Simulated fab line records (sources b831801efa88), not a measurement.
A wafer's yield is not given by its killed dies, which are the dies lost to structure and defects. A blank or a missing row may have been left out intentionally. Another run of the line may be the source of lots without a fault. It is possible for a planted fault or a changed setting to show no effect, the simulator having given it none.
fab line records || flow gf180mcu || part 2 of 2: steps 25 to 33 of 33
record: {"lots": 5, "wafers": 15, "lastDay": 34}
route steps=602 shown V1@351 M2@362 V2@382
lots with no fault: from the same line, run without faults
startH: start of the lot's first displayed wafer, in hours after the record's first day || waitH: how many hours have passed since the lot's step before this one || " repeats the value in the row above || L1.1+2: a row that stands for several wafers || - value missing, or start not given || * or withheld: withheld || < > ~ a bound
route shown NAME@n: names a module that has steps shown in the file, with the first one's number in the route || usual: mean/standard deviation of fault-free wafers || same: alike in all rows || chamber/n: place in a boat || sites: readings site by site || _std_site: standard deviation across them || _edge_site: outer sites' mean less inner sites' || radiusMm: for every site, how far away it sits from the centre of the wafer || mask NAME#n: copy n || behind: the most recent tool/chamber to have shaped the wafer || hold: cause of the lot's hold/its duration in hours/its outcome || device: which transistor (n, p or np) failed to switch || end of line: at the end of the route, the tests of the same wafers || a step given without rows: its recipe and nothing more || killed: dies lost to structure and defects at the first sort, not the wafer's yield || map: a wafer's dies, marking killed ones x, the rest . and places with no die _
set.NAME: the setting as run; set.NAME@STEP: as run at that earlier step || model.NAME: the simulator's own value behind a step, which no gauge read
lots seen at some steps along the route; tables by step, rows by wafer
services: from which hour (startH, from the record's first day; less than 0 if before it) a tool's chamber was out of use, for how many hours, and why
== steps ==
step: GF_M2_DEVELOP_13
recipe: {"developTimeS": 60, "devTempC": 21}
usual: {"exhaustPa": "44.9/0.95"}
{"lot.wafer": "L079.3", "tool": "lithoTrack-01", "chamber": 0, "startH": 482.99, "waitH": 0.1, "exhaustPa": 44.8}
{"lot.wafer": "L079.5", "tool": "lithoTrack-01", "chamber": 0, "startH": 482.99, "waitH": 0.1, "exhaustPa": 46.4}
{"lot.wafer": "L079.6", "tool": "lithoTrack-01", "chamber": 0, "startH": 482.99, "waitH": 0.1, "exhaustPa": 45.3}
{"lot.wafer": "L087.1", "tool": "lithoTrack-02", "chamber": 0, "startH": 550.66, "waitH": 0.2, "exhaustPa": 44.1}
{"lot.wafer": "L087.5", "tool": "lithoTrack-02", "chamber": 0, "startH": 550.66, "waitH": 0.2, "exhaustPa": 42.8}
{"lot.wafer": "L087.6", "tool": "lithoTrack-02", "chamber": 0, "startH": 550.66, "waitH": 0.2, "exhaustPa": 43.3}
{"lot.wafer": "L091.2", "tool": "lithoTrack-03", "chamber": 0, "startH": 584.66, "waitH": 0.2, "exhaustPa": 44.7}
{"lot.wafer": "L091.4", "tool": "lithoTrack-03", "chamber": 0, "startH": 584.66, "waitH": 0.2, "exhaustPa": 45.2}
{"lot.wafer": "L091.6", "tool": "lithoTrack-03", "chamber": 0, "startH": 584.66, "waitH": 0.2, "exhaustPa": 44.3}
{"lot.wafer": "L092.2", "tool": "lithoTrack-02", "chamber": 0, "startH": 587.78, "waitH": 0.2, "exhaustPa": 46.6}
{"lot.wafer": "L092.3", "tool": "lithoTrack-02", "chamber": 0, "startH": 587.78, "waitH": 0.2, "exhaustPa": 44.0}
{"lot.wafer": "L092.5", "tool": "lithoTrack-02", "chamber": 0, "startH": 587.78, "waitH": 0.2, "exhaustPa": 44.0}
{"lot.wafer": "L096.1", "tool": "lithoTrack-01", "chamber": 0, "startH": 620.64, "waitH": 0.2, "exhaustPa": 45.1}
{"lot.wafer": "L096.5", "tool": "lithoTrack-01", "chamber": 0, "startH": 620.64, "waitH": 0.2, "exhaustPa": 44.4}
{"lot.wafer": "L096.6", "tool": "lithoTrack-01", "chamber": 0, "startH": 620.64, "waitH": 0.2, "exhaustPa": 44.1}
step: GF_M2_CD_MEAS_14
recipe: {"targetCdNm": 280}
usual: {"cdNm": "280.0/1.3"}
{"lot.wafer": "L079.3", "tool": "cdSem-01", "chamber": "-", "startH": 483.13, "waitH": 0.1, "cdNm": 280.5}
{"lot.wafer": "L079.5", "tool": "cdSem-01", "chamber": "-", "startH": 483.13, "waitH": 0.1, "cdNm": 279.0}
{"lot.wafer": "L079.6", "tool": "cdSem-01", "chamber": "-", "startH": 483.13, "waitH": 0.1, "cdNm": 280.2}
{"lot.wafer": "L087.1", "tool": "cdSem-01", "chamber": "-", "startH": 550.87, "waitH": 0.2, "cdNm": 279.4}
{"lot.wafer": "L087.5", "tool": "cdSem-01", "chamber": "-", "startH": 550.87, "waitH": 0.2, "cdNm": 279.3}
{"lot.wafer": "L087.6", "tool": "cdSem-01", "chamber": "-", "startH": 550.87, "waitH": 0.2, "cdNm": 278.7}
{"lot.wafer": "L091.2", "tool": "cdSem-01", "chamber": "-", "startH": 584.81, "waitH": 0.1, "cdNm": 280.7}
{"lot.wafer": "L091.4", "tool": "cdSem-01", "chamber": "-", "startH": 584.81, "waitH": 0.1, "cdNm": 280.0}
{"lot.wafer": "L091.6", "tool": "cdSem-01", "chamber": "-", "startH": 584.81, "waitH": 0.1, "cdNm": 281.1}
{"lot.wafer": "L092.2", "tool": "cdSem-01", "chamber": "-", "startH": 587.93, "waitH": 0.1, "cdNm": 278.6}
{"lot.wafer": "L092.3", "tool": "cdSem-01", "chamber": "-", "startH": 587.93, "waitH": 0.1, "cdNm": 278.4}
{"lot.wafer": "L092.5", "tool": "cdSem-01", "chamber": "-", "startH": 587.93, "waitH": 0.1, "cdNm": 279.6}
{"lot.wafer": "L096.1", "tool": "cdSem-01", "chamber": "-", "startH": 620.79, "waitH": 0.1, "cdNm": 279.6}
{"lot.wafer": "L096.5", "tool": "cdSem-01", "chamber": "-", "startH": 620.79, "waitH": 0.1, "cdNm": 278.2}
{"lot.wafer": "L096.6", "tool": "cdSem-01", "chamber": "-", "startH": 620.79, "waitH": 0.1, "cdNm": 278.7}
step: GF_M2_OVL_MEAS_15
usual: {"M2_OVL": "0/5.7"}
{"lot.wafer": "L079.3", "tool": "overlay-02", "chamber": "-", "startH": 483.23, "waitH": 0.1, "M2_OVL[nm]": 2}
{"lot.wafer": "L079.5", "tool": "overlay-02", "chamber": "-", "startH": 483.23, "waitH": 0.1, "M2_OVL[nm]": -4}
{"lot.wafer": "L079.6", "tool": "overlay-02", "chamber": "-", "startH": 483.23, "waitH": 0.1, "M2_OVL[nm]": 7}
{"lot.wafer": "L087.1", "tool": "overlay-02", "chamber": "-", "startH": 550.99, "waitH": 0.1, "M2_OVL[nm]": 1}
{"lot.wafer": "L087.5", "tool": "overlay-02", "chamber": "-", "startH": 550.99, "waitH": 0.1, "M2_OVL[nm]": -4}
{"lot.wafer": "L087.6", "tool": "overlay-02", "chamber": "-", "startH": 550.99, "waitH": 0.1, "M2_OVL[nm]": -3}
{"lot.wafer": "L091.2", "tool": "overlay-01", "chamber": "-", "startH": 584.91, "waitH": 0.1, "M2_OVL[nm]": 11}
{"lot.wafer": "L091.4", "tool": "overlay-01", "chamber": "-", "startH": 584.91, "waitH": 0.1, "M2_OVL[nm]": -2}
{"lot.wafer": "L091.6", "tool": "overlay-01", "chamber": "-", "startH": 584.91, "waitH": 0.1, "M2_OVL[nm]": 5}
{"lot.wafer": "L092.2", "tool": "overlay-02", "chamber": "-", "startH": 588.03, "waitH": 0.1, "M2_OVL[nm]": 1}
{"lot.wafer": "L092.3", "tool": "overlay-02", "chamber": "-", "startH": 588.03, "waitH": 0.1, "M2_OVL[nm]": -2}
{"lot.wafer": "L092.5", "tool": "overlay-02", "chamber": "-", "startH": 588.03, "waitH": 0.1, "M2_OVL[nm]": -6}
{"lot.wafer": "L096.1", "tool": "overlay-02", "chamber": "-", "startH": 620.91, "waitH": 0.1, "M2_OVL[nm]": 10}
{"lot.wafer": "L096.5", "tool": "overlay-02", "chamber": "-", "startH": 620.91, "waitH": 0.1, "M2_OVL[nm]": 5}
{"lot.wafer": "L096.6", "tool": "overlay-02", "chamber": "-", "startH": 620.91, "waitH": 0.1, "M2_OVL[nm]": 11}
step: GF_M2_METAL_ETCH_16
recipe: {"chemistry": "Cl2/BCl3", "maskMaterial": "KrF", "targetDepthNm": 627.5, "stopOn": "SiO2", "pressureMtorr": 8, "icpW": 800, "biasW": 140, "Cl2_flow_sccm": 80, "bcl3FlowSccm": 40, "timeS": 104.6}
usual: {"drypumpMotorCurrentA": "5.6/0.39", "mfcCl2Sccm": "79.97/0.24", "oesProductAu": "0.971/0.0074", "rfFwdPowerW": "794.7/3", "throttleValvePct": "28.251/0.011"}
{"lot.wafer": "L079.3", "tool": "rieMetal-04", "chamber": 1, "startH": 483.29, "waitH": 0.1, "drypumpMotorCurrentA": 5.9, "mfcCl2Sccm": 79.52, "oesProductAu": 0.971, "rfFwdPowerW": 798.1, "rfHoursCounterH": "-", "throttleValvePct": 28.250}
{"lot.wafer": "L079.5", "tool": "rieMetal-04", "chamber": 1, "startH": 483.29, "waitH": 0.1, "drypumpMotorCurrentA": 5.9, "mfcCl2Sccm": 79.86, "oesProductAu": 0.967, "rfFwdPowerW": 796.0, "rfHoursCounterH": "-", "throttleValvePct": 28.246}
{"lot.wafer": "L079.6", "tool": "rieMetal-04", "chamber": 0, "startH": 483.29, "waitH": 0.1, "drypumpMotorCurrentA": 4.9, "mfcCl2Sccm": 79.85, "oesProductAu": 0.967, "rfFwdPowerW": 796.8, "rfHoursCounterH": "-", "throttleValvePct": 28.237}
{"lot.wafer": "L087.1", "tool": "rieMetal-03", "chamber": 0, "startH": 551.02, "waitH": 0.0, "drypumpMotorCurrentA": 6.0, "mfcCl2Sccm": 79.52, "oesProductAu": 0.975, "rfFwdPowerW": 793.1, "rfHoursCounterH": 1, "throttleValvePct": 28.262}
{"lot.wafer": "L087.5", "tool": "rieMetal-03", "chamber": 0, "startH": 551.02, "waitH": 0.0, "drypumpMotorCurrentA": 6.0, "mfcCl2Sccm": 80.06, "oesProductAu": 0.978, "rfFwdPowerW": 793.9, "rfHoursCounterH": "-", "throttleValvePct": 28.226}
{"lot.wafer": "L087.6", "tool": "rieMetal-03", "chamber": 1, "startH": 551.02, "waitH": 0.0, "drypumpMotorCurrentA": 5.5, "mfcCl2Sccm": 80.01, "oesProductAu": 0.959, "rfFwdPowerW": 795.1, "rfHoursCounterH": "-", "throttleValvePct": 28.257}
{"lot.wafer": "L091.2", "tool": "rieMetal-03", "chamber": 0, "startH": 584.94, "waitH": 0.0, "drypumpMotorCurrentA": 6.0, "mfcCl2Sccm": 80.35, "oesProductAu": 0.981, "rfFwdPowerW": 791.0, "rfHoursCounterH": 2, "throttleValvePct": 28.255}
{"lot.wafer": "L091.4", "tool": "rieMetal-03", "chamber": 1, "startH": 584.94, "waitH": 0.0, "drypumpMotorCurrentA": 5.5, "mfcCl2Sccm": 79.62, "oesProductAu": 0.985, "rfFwdPowerW": 787.2, "rfHoursCounterH": "-", "throttleValvePct": 28.240}
{"lot.wafer": "L091.6", "tool": "rieMetal-03", "chamber": 1, "startH": 584.94, "waitH": 0.0, "drypumpMotorCurrentA": 5.5, "mfcCl2Sccm": 79.73, "oesProductAu": 0.976, "rfFwdPowerW": 787.0, "rfHoursCounterH": "-", "throttleValvePct": 28.233}
{"lot.wafer": "L092.2", "tool": "rieMetal-04", "chamber": 0, "startH": 588.06, "waitH": 0.0, "drypumpMotorCurrentA": 4.9, "mfcCl2Sccm": 80.26, "oesProductAu": 0.978, "rfFwdPowerW": 794.1, "rfHoursCounterH": 4, "throttleValvePct": 28.261}
{"lot.wafer": "L092.3", "tool": "rieMetal-04", "chamber": 1, "startH": 588.06, "waitH": 0.0, "drypumpMotorCurrentA": 5.8, "mfcCl2Sccm": 80.11, "oesProductAu": 0.968, "rfFwdPowerW": 791.2, "rfHoursCounterH": "-", "throttleValvePct": 28.259}
{"lot.wafer": "L092.5", "tool": "rieMetal-04", "chamber": 1, "startH": 588.06, "waitH": 0.0, "drypumpMotorCurrentA": 5.8, "mfcCl2Sccm": 79.60, "oesProductAu": 0.960, "rfFwdPowerW": 796.2, "rfHoursCounterH": "-", "throttleValvePct": 28.268}
{"lot.wafer": "L096.1", "tool": "rieMetal-03", "chamber": 0, "startH": 620.95, "waitH": 0.0, "drypumpMotorCurrentA": 6.0, "mfcCl2Sccm": 79.80, "oesProductAu": 0.972, "rfFwdPowerW": 789.9, "rfHoursCounterH": 3, "throttleValvePct": 28.254}
{"lot.wafer": "L096.5", "tool": "rieMetal-03", "chamber": 0, "startH": 620.95, "waitH": 0.0, "drypumpMotorCurrentA": 6.0, "mfcCl2Sccm": 79.58, "oesProductAu": 0.967, "rfFwdPowerW": 790.5, "rfHoursCounterH": "-", "throttleValvePct": 28.260}
{"lot.wafer": "L096.6", "tool": "rieMetal-03", "chamber": 1, "startH": 620.95, "waitH": 0.0, "drypumpMotorCurrentA": 5.5, "mfcCl2Sccm": 79.94, "oesProductAu": 0.966, "rfFwdPowerW": 797.1, "rfHoursCounterH": "-", "throttleValvePct": 28.253}
step: GF_M2_STRIP_17
recipe: {"chemistry": "O2/N2", "powerW": 1400, "pressureMtorr": 1500, "platenTempC": 250, "o2FlowSccm": 3000, "n2FlowSccm": 300, "overashFraction": 0.5}
usual: {"drypumpMotorCurrentA": "5.9/0.43", "heaterPowerW": "342/25", "oesProductAu": "0.557/0.0051", "stripTimeToEndpointS": "7.86/0.065"}
{"lot.wafer": "L079.3", "tool": "plasmaAsher-01", "chamber": 0, "startH": 483.40, "waitH": 0.1, "drypumpMotorCurrentA": 5.5, "heaterPowerW": 354, "oesProductAu": 0.564, "rfHoursCounterH": "-", "stripTimeToEndpointS": 7.94}
{"lot.wafer": "L079.5", "tool": "plasmaAsher-01", "chamber": 1, "startH": 483.40, "waitH": 0.1, "drypumpMotorCurrentA": 6.6, "heaterPowerW": 314, "oesProductAu": 0.562, "rfHoursCounterH": "-", "stripTimeToEndpointS": 7.93}
{"lot.wafer": "L079.6", "tool": "plasmaAsher-01", "chamber": 0, "startH": 483.40, "waitH": 0.1, "drypumpMotorCurrentA": 5.5, "heaterPowerW": 357, "oesProductAu": 0.553, "rfHoursCounterH": "-", "stripTimeToEndpointS": 7.76}
{"lot.wafer": "L087.1", "tool": "plasmaAsher-04", "chamber": 1, "startH": 551.14, "waitH": 0.1, "drypumpMotorCurrentA": 5.7, "heaterPowerW": 322, "oesProductAu": 0.556, "rfHoursCounterH": 45, "stripTimeToEndpointS": 7.88}
{"lot.wafer": "L087.5", "tool": "plasmaAsher-04", "chamber": 1, "startH": 551.14, "waitH": 0.1, "drypumpMotorCurrentA": 5.7, "heaterPowerW": 327, "oesProductAu": 0.550, "rfHoursCounterH": "-", "stripTimeToEndpointS": 7.86}
{"lot.wafer": "L087.6", "tool": "plasmaAsher-04", "chamber": 0, "startH": 551.14, "waitH": 0.1, "drypumpMotorCurrentA": 6.0, "heaterPowerW": 367, "oesProductAu": 0.556, "rfHoursCounterH": "-", "stripTimeToEndpointS": 7.84}
{"lot.wafer": "L091.2", "tool": "plasmaAsher-04", "chamber": 1, "startH": 585.06, "waitH": 0.1, "drypumpMotorCurrentA": 5.7, "heaterPowerW": 324, "oesProductAu": 0.560, "rfHoursCounterH": 48, "stripTimeToEndpointS": 7.85}
{"lot.wafer": "L091.4", "tool": "plasmaAsher-04", "chamber": 1, "startH": 585.06, "waitH": 0.1, "drypumpMotorCurrentA": 5.7, "heaterPowerW": 330, "oesProductAu": 0.558, "rfHoursCounterH": "-", "stripTimeToEndpointS": 7.84}
{"lot.wafer": "L091.6", "tool": "plasmaAsher-04", "chamber": 0, "startH": 585.06, "waitH": 0.1, "drypumpMotorCurrentA": 6.0, "heaterPowerW": 366, "oesProductAu": 0.547, "rfHoursCounterH": "-", "stripTimeToEndpointS": 7.83}
{"lot.wafer": "L092.2", "tool": "plasmaAsher-04", "chamber": 0, "startH": 588.17, "waitH": 0.1, "drypumpMotorCurrentA": 6.0, "heaterPowerW": 367, "oesProductAu": 0.544, "rfHoursCounterH": 49, "stripTimeToEndpointS": 7.79}
{"lot.wafer": "L092.3", "tool": "plasmaAsher-04", "chamber": 1, "startH": 588.17, "waitH": 0.1, "drypumpMotorCurrentA": 5.7, "heaterPowerW": 322, "oesProductAu": 0.559, "rfHoursCounterH": "-", "stripTimeToEndpointS": 7.93}
{"lot.wafer": "L092.5", "tool": "plasmaAsher-04", "chamber": 1, "startH": 588.17, "waitH": 0.1, "drypumpMotorCurrentA": 5.7, "heaterPowerW": 322, "oesProductAu": 0.553, "rfHoursCounterH": "-", "stripTimeToEndpointS": 7.90}
{"lot.wafer": "L096.1", "tool": "plasmaAsher-01", "chamber": 1, "startH": 621.06, "waitH": 0.1, "drypumpMotorCurrentA": 6.6, "heaterPowerW": 304, "oesProductAu": 0.563, "rfHoursCounterH": 98, "stripTimeToEndpointS": 7.83}
{"lot.wafer": "L096.5", "tool": "plasmaAsher-01", "chamber": 1, "startH": 621.06, "waitH": 0.1, "drypumpMotorCurrentA": 6.6, "heaterPowerW": 308, "oesProductAu": 0.562, "rfHoursCounterH": "-", "stripTimeToEndpointS": 7.82}
{"lot.wafer": "L096.6", "tool": "plasmaAsher-01", "chamber": 0, "startH": 621.06, "waitH": 0.1, "drypumpMotorCurrentA": 5.4, "heaterPowerW": 362, "oesProductAu": 0.554, "rfHoursCounterH": "-", "stripTimeToEndpointS": 7.84}
step: GF_M2_STRIP_18
recipe: {"chemistry": "postEtchResidueRemover", "timeS": 1200, "tempC": 72.5}
usual: {"tempC": "72.50/0.13"}
{"lot.wafer": "L079.3", "tool": "wetBench-01", "chamber": 0, "startH": 483.46, "waitH": 0.0, "tempC": 72.30}
{"lot.wafer": "L079.5", "tool": "wetBench-01", "chamber": 0, "startH": 483.46, "waitH": 0.0, "tempC": 72.36}
{"lot.wafer": "L079.6", "tool": "wetBench-01", "chamber": 0, "startH": 483.46, "waitH": 0.0, "tempC": 72.49}
{"lot.wafer": "L087.1", "tool": "wetBench-04", "chamber": 2, "startH": 551.24, "waitH": 0.1, "tempC": 72.45}
{"lot.wafer": "L087.5", "tool": "wetBench-04", "chamber": 2, "startH": 551.24, "waitH": 0.1, "tempC": 72.51}
{"lot.wafer": "L087.6", "tool": "wetBench-04", "chamber": 2, "startH": 551.24, "waitH": 0.1, "tempC": 72.48}
{"lot.wafer": "L091.2", "tool": "wetBench-04", "chamber": 0, "startH": 585.16, "waitH": 0.1, "tempC": 72.49}
{"lot.wafer": "L091.4", "tool": "wetBench-04", "chamber": 0, "startH": 585.16, "waitH": 0.1, "tempC": 72.49}
{"lot.wafer": "L091.6", "tool": "wetBench-04", "chamber": 0, "startH": 585.16, "waitH": 0.1, "tempC": 72.52}
{"lot.wafer": "L092.2", "tool": "wetBench-04", "chamber": 3, "startH": 588.27, "waitH": 0.1, "tempC": 72.79}
{"lot.wafer": "L092.3", "tool": "wetBench-04", "chamber": 3, "startH": 588.27, "waitH": 0.1, "tempC": 72.76}
{"lot.wafer": "L092.5", "tool": "wetBench-04", "chamber": 3, "startH": 588.27, "waitH": 0.1, "tempC": 72.45}
{"lot.wafer": "L096.1", "tool": "wetBench-04", "chamber": 0, "startH": 621.16, "waitH": 0.1, "tempC": 72.60}
{"lot.wafer": "L096.5", "tool": "wetBench-04", "chamber": 0, "startH": 621.16, "waitH": 0.1, "tempC": 72.44}
{"lot.wafer": "L096.6", "tool": "wetBench-04", "chamber": 0, "startH": 621.16, "waitH": 0.1, "tempC": 72.68}
step: GF_M2_CLEAN_19
recipe: {"chemistry": "DIW", "dry": "n2Spin"}
{"lot.wafer": "L079.3+5+6", "tool": "wetBench-03", "chamber": 1, "startH": 483.80, "waitH": 0.0}
{"lot.wafer": "L087.1+5+6", "tool": "wetBench-01", "chamber": 1, "startH": 551.58, "waitH": 0.0}
{"lot.wafer": "L091.2+4+6", "tool": "wetBench-03", "chamber": 0, "startH": 585.50, "waitH": 0.0}
{"lot.wafer": "L092.2+3+5", "tool": "wetBench-03", "chamber": 1, "startH": 588.62, "waitH": 0.0}
{"lot.wafer": "L096.1+5+6", "tool": "wetBench-04", "chamber": 2, "startH": 621.50, "waitH": 0.0}
step: GF_V2_CVD_00
recipe: {"material": "SiO2", "targetThkNm": 600, "sigmaOpenFrac": 0.3, "tempC": 400, "timeS": 100, "sih4FlowSccm": 60, "pressureMtorr": 6}
usual: {"susceptorTempC": "399.99/0.22"}
{"lot.wafer": "L079.3", "tool": "hdpcvd-01", "chamber": 2, "startH": 483.90, "waitH": 0.0, "susceptorTempC": 399.65}
{"lot.wafer": "L079.5", "tool": "hdpcvd-01", "chamber": 2, "startH": 483.90, "waitH": 0.0, "susceptorTempC": 400.01}
{"lot.wafer": "L079.6", "tool": "hdpcvd-01", "chamber": 0, "startH": 483.90, "waitH": 0.0, "susceptorTempC": 399.74}
{"lot.wafer": "L087.1", "tool": "hdpcvd-01", "chamber": 1, "startH": 551.67, "waitH": 0.0, "susceptorTempC": 400.24}
{"lot.wafer": "L087.5", "tool": "hdpcvd-01", "chamber": 1, "startH": 551.67, "waitH": 0.0, "susceptorTempC": 399.87}
{"lot.wafer": "L087.6", "tool": "hdpcvd-01", "chamber": 2, "startH": 551.67, "waitH": 0.0, "susceptorTempC": 399.90}
{"lot.wafer": "L091.2", "tool": "hdpcvd-02", "chamber": 1, "startH": 585.60, "waitH": 0.0, "susceptorTempC": 399.73}
{"lot.wafer": "L091.4", "tool": "hdpcvd-02", "chamber": 1, "startH": 585.60, "waitH": 0.0, "susceptorTempC": 400.03}
{"lot.wafer": "L091.6", "tool": "hdpcvd-02", "chamber": 0, "startH": 585.60, "waitH": 0.0, "susceptorTempC": 400.06}
{"lot.wafer": "L092.2", "tool": "hdpcvd-01", "chamber": 0, "startH": 588.72, "waitH": 0.0, "susceptorTempC": 399.86}
{"lot.wafer": "L092.3", "tool": "hdpcvd-01", "chamber": 1, "startH": 588.72, "waitH": 0.0, "susceptorTempC": 400.04}
{"lot.wafer": "L092.5", "tool": "hdpcvd-01", "chamber": 1, "startH": 588.72, "waitH": 0.0, "susceptorTempC": 400.19}
{"lot.wafer": "L096.1", "tool": "hdpcvd-02", "chamber": 2, "startH": 621.59, "waitH": 0.0, "susceptorTempC": 399.68}
{"lot.wafer": "L096.5", "tool": "hdpcvd-02", "chamber": 1, "startH": 621.59, "waitH": 0.0, "susceptorTempC": 399.95}
{"lot.wafer": "L096.6", "tool": "hdpcvd-02", "chamber": 2, "startH": 621.59, "waitH": 0.0, "susceptorTempC": 399.78}
step: GF_V2_THK_MEAS_01
recipe: {"reads": "SiO2_of_V2_CVD_00"}
usual: {"V2_CVD_00_THK": "595/9.3"}
{"lot.wafer": "L079.3", "tool": "filmMetro-02", "chamber": "-", "startH": 483.99, "waitH": 0.1, "V2_CVD_00_THK[nm]": 588}
{"lot.wafer": "L079.5", "tool": "filmMetro-02", "chamber": "-", "startH": 483.99, "waitH": 0.1, "V2_CVD_00_THK[nm]": 589}
{"lot.wafer": "L079.6", "tool": "filmMetro-02", "chamber": "-", "startH": 483.99, "waitH": 0.1, "V2_CVD_00_THK[nm]": 597}
{"lot.wafer": "L087.1", "tool": "filmMetro-02", "chamber": "-", "startH": 551.75, "waitH": 0.0, "V2_CVD_00_THK[nm]": 591}
{"lot.wafer": "L087.5", "tool": "filmMetro-02", "chamber": "-", "startH": 551.75, "waitH": 0.0, "V2_CVD_00_THK[nm]": 596}
{"lot.wafer": "L087.6", "tool": "filmMetro-02", "chamber": "-", "startH": 551.75, "waitH": 0.0, "V2_CVD_00_THK[nm]": 595}
{"lot.wafer": "L091.2", "tool": "filmMetro-01", "chamber": "-", "startH": 585.69, "waitH": 0.0, "V2_CVD_00_THK[nm]": 608}
{"lot.wafer": "L091.4", "tool": "filmMetro-01", "chamber": "-", "startH": 585.69, "waitH": 0.0, "V2_CVD_00_THK[nm]": 609}
{"lot.wafer": "L091.6", "tool": "filmMetro-01", "chamber": "-", "startH": 585.69, "waitH": 0.0, "V2_CVD_00_THK[nm]": 595}
{"lot.wafer": "L092.2", "tool": "filmMetro-03", "chamber": "-", "startH": 588.80, "waitH": 0.0, "V2_CVD_00_THK[nm]": 609}
{"lot.wafer": "L092.3", "tool": "filmMetro-03", "chamber": "-", "startH": 588.80, "waitH": 0.0, "V2_CVD_00_THK[nm]": 587}
{"lot.wafer": "L092.5", "tool": "filmMetro-03", "chamber": "-", "startH": 588.80, "waitH": 0.0, "V2_CVD_00_THK[nm]": 596}
{"lot.wafer": "L096.1", "tool": "filmMetro-03", "chamber": "-", "startH": 621.67, "waitH": 0.0, "V2_CVD_00_THK[nm]": 581}
{"lot.wafer": "L096.5", "tool": "filmMetro-03", "chamber": "-", "startH": 621.67, "waitH": 0.0, "V2_CVD_00_THK[nm]": 607}
{"lot.wafer": "L096.6", "tool": "filmMetro-03", "chamber": "-", "startH": 621.67, "waitH": 0.0, "V2_CVD_00_THK[nm]": 588}
== services ==
{"tool": "krfScanner-01", "chamber": "-", "startH": 433.81, "hours": 1.6, "kind": "repair"}
{"tool": "wetBench-01", "chamber": "-", "startH": 438.19, "hours": 1.9, "kind": "pm"}
{"tool": "rieDiel-02", "chamber": 1, "startH": 441.71, "hours": 11.8, "kind": "repair"}
{"tool": "pvdSputter-02", "chamber": "-", "startH": 466.35, "hours": 2.1, "kind": "repair"}
{"tool": "cvdW-02", "chamber": "-", "startH": 468.56, "hours": 1.1, "kind": "repair"}
{"tool": "rieDiel-02", "chamber": "-", "startH": 471.43, "hours": 3.5, "kind": "repair"}
{"tool": "cmp-02", "chamber": "-", "startH": 475.27, "hours": 2.2, "kind": "repair"}
{"tool": "rieDiel-01", "chamber": "-", "startH": 489.97, "hours": 28.1, "kind": "pm"}
{"tool": "pvdSputter-02", "chamber": "-", "startH": 514.93, "hours": 9.7, "kind": "repair"}
{"tool": "cmp-02", "chamber": "-", "startH": 519.65, "hours": 9.8, "kind": "pm"}
{"tool": "krfScanner-01", "chamber": "-", "startH": 519.72, "hours": 4.4, "kind": "pm"}
{"tool": "rieDiel-02", "chamber": 2, "startH": 530.42, "hours": 9.4, "kind": "repair"}
{"tool": "krfScanner-01", "chamber": "-", "startH": 534.61, "hours": 0.8, "kind": "pm"}
{"tool": "cmp-02", "chamber": "-", "startH": 535.01, "hours": 0.7, "kind": "repair"}
{"tool": "pvdSputter-02", "chamber": "-", "startH": 543.77, "hours": 2.3, "kind": "repair"}
{"tool": "cvdW-02", "chamber": "-", "startH": 550.83, "hours": 0.8, "kind": "repair"}
{"tool": "pvdSputter-01", "chamber": "-", "startH": 557.21, "hours": 6.4, "kind": "repair"}
{"tool": "krfScanner-01", "chamber": "-", "startH": 559.38, "hours": 1.0, "kind": "repair"}
{"tool": "krfScanner-01", "chamber": "-", "startH": 567.27, "hours": 1.3, "kind": "pm"}
{"tool": "cmp-02", "chamber": "-", "startH": 572.29, "hours": 4.0, "kind": "pm"}
{"tool": "wetBench-01", "chamber": "-", "startH": 583.82, "hours": 3.3, "kind": "repair"}
{"tool": "krfScanner-01", "chamber": "-", "startH": 584.72, "hours": 1.0, "kind": "pm"}
{"tool": "plasmaAsher-04", "chamber": "-", "startH": 595.70, "hours": 2.9, "kind": "repair"}
{"tool": "plasmaAsher-04", "chamber": "-", "startH": 609.01, "hours": 4.2, "kind": "repair"}
